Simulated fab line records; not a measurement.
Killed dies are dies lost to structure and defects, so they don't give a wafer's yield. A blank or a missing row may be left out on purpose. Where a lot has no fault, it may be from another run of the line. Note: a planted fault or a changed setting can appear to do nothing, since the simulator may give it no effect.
Comparing a struck lot with a sound one -- flow sky130 -- 16 out of 708 route steps
Sound: the wafers L912.3, L912.5, L912.6. Struck: wafer L908.2; the same lot's L908.1 was not struck, so it is left out; see the end for the cause.
For every step that has rows: the tool of each side, followed by ch and its chambers, followed by its first start. Under that, the readings that differ: sound wafers -- struck wafers -- difference of the means -- sigmas: that difference in standard deviations of wafers without a fault.
alike: readings with means less than 2 such deviations apart, plus words and numbers identical on both sides. not compared: withheld readings, readings lacking a value on some wafer, bounds such as >300 that could conceal the same value, and numbers that have no deviation in the record and whose values overlap.
Wherever a step has rows on one side only, a row that says differs or no value, or a row with sigmas, the two part there. Numbers that don't overlap but have no deviation are shown without sigmas and don't part them. A reading missing from all wafers of one side parts the sides only when that side holds two or more wafers.

first, 2 steps without rows for these wafers: SKY_METAL3_PEB_11; SKY_METAL3_DEVELOP_12 (develop time 60 s).
SKY_METAL3_CD_MEAS_13: the cd target is 300 nm.
  struck on cd-sem-02, day 42 18:00; sound on cd-sem-01, day 43 14:56
  alike: cd-nm
SKY_METAL3_OVL_MEAS_14:
  struck on overlay-01, day 42 18:07; sound on overlay-02, day 43 15:02
  alike: METAL3_OVL
SKY_METAL3_DESCUM_15: chemistry O2, time 8 s.
  sound on rie-metal-04 ch 1, day 43 15:05; struck on rie-metal-02 ch 0, day 42 18:09
reading,sound,struck,difference,sigmas
drypump-motor-current-A (A),5.8 5.8 5.8,4.8,-1.0,-3
rf-hours-counter-h (h),- - -,1,no value on the sound wafers,
  alike: oes-product-au
then, 1 step without rows for these wafers: SKY_METAL3_ETCH_16 (etches BARC in N2/H2, stops on SiO2, time 88.2 s, target depth 60 nm).
SKY_METAL3_ETCH_17: etches SiO2 in C4F8/O2/Ar, stops on TiN, time 3.9 s, target depth 15 nm.
  sound on rie-diel-01 ch 1,2, day 43 15:19; struck on rie-diel-04 ch 3, day 42 18:17
  alike: oes-product-au
  not compared: rf-hours-counter-h
SKY_METAL3_METAL_ETCH_18: etches the open film in Cl2/BCl3, stops on SiO2, target depth 845 nm, time 183.1 s.
  sound on rie-metal-03 ch 0,1, day 43 15:23; struck on rie-metal-03 ch 0, day 42 18:18
reading,sound,struck,difference,sigmas
rf-hours-counter-h (h),- - -,9,no value on the sound wafers,
  alike: drypump-motor-current-A, oes-product-au, throttle-valve-pct
SKY_METAL3_STRIP_19: strips in O2/N2.
  sound on plasma-asher-03 ch 0,1, day 43 15:32; struck on plasma-asher-02 ch 1, day 42 18:29
reading,sound,struck,difference,sigmas
rf-hours-counter-h (h),- - -,25,no value on the sound wafers,
  alike: drypump-motor-current-A, oes-product-au, strip-time-to-endpoint-s
then, 3 steps without rows for these wafers: SKY_METAL3_STRIP_20 (strips in post etch residue remover, time 1200 s); SKY_METAL3_CLEAN_21 (cleans in IPA, time 180 s); SKY_METAL3_CLEAN_22 (cleans in O3/DIW).
SKY_VIA3_HDPCVD_00: deposits SiO2, target thk 1635 nm, time 272.5 s.
  sound on hdpcvd-02 ch 0,1, day 43 16:06; struck on hdpcvd-01 ch 0, day 42 19:04
reading,sound,struck,difference,sigmas
run-length-s (s),301.4 300.5 299.8,251.4,-49.2,-88
model.SiO2_of_VIA3_HDPCVD_00.thk-nm (nm),1633 1655 1624,1331,-306,
SKY_VIA3_THK_MEAS_01:
  struck on film-metro-03, day 42 19:14; sound on film-metro-01, day 43 16:17
reading,sound,struck,difference,sigmas
VIA3_HDPCVD_THK (nm),1633 1656 1624,1331,-307,-15
SKY_VIA3_CMP_02: polishes SiO2.
  sound on cmp-02 ch 1,2, day 43 16:37; struck on cmp-01 ch 3, day 42 19:18
reading,sound,struck,difference,sigmas
slurry-flow-ml-min,150.5 149.9 150.2,149.3,-0.9,-2
  alike: motor-current-A
after that, 1 step had no rows for these wafers: SKY_PAD_OPEN_PROBE_99.

## WHERE THEY PART
Earliest at SKY_METAL3_DESCUM_15; latest, in this record, at SKY_VIA3_CMP_02.

WHY: the cause the simulator had injected
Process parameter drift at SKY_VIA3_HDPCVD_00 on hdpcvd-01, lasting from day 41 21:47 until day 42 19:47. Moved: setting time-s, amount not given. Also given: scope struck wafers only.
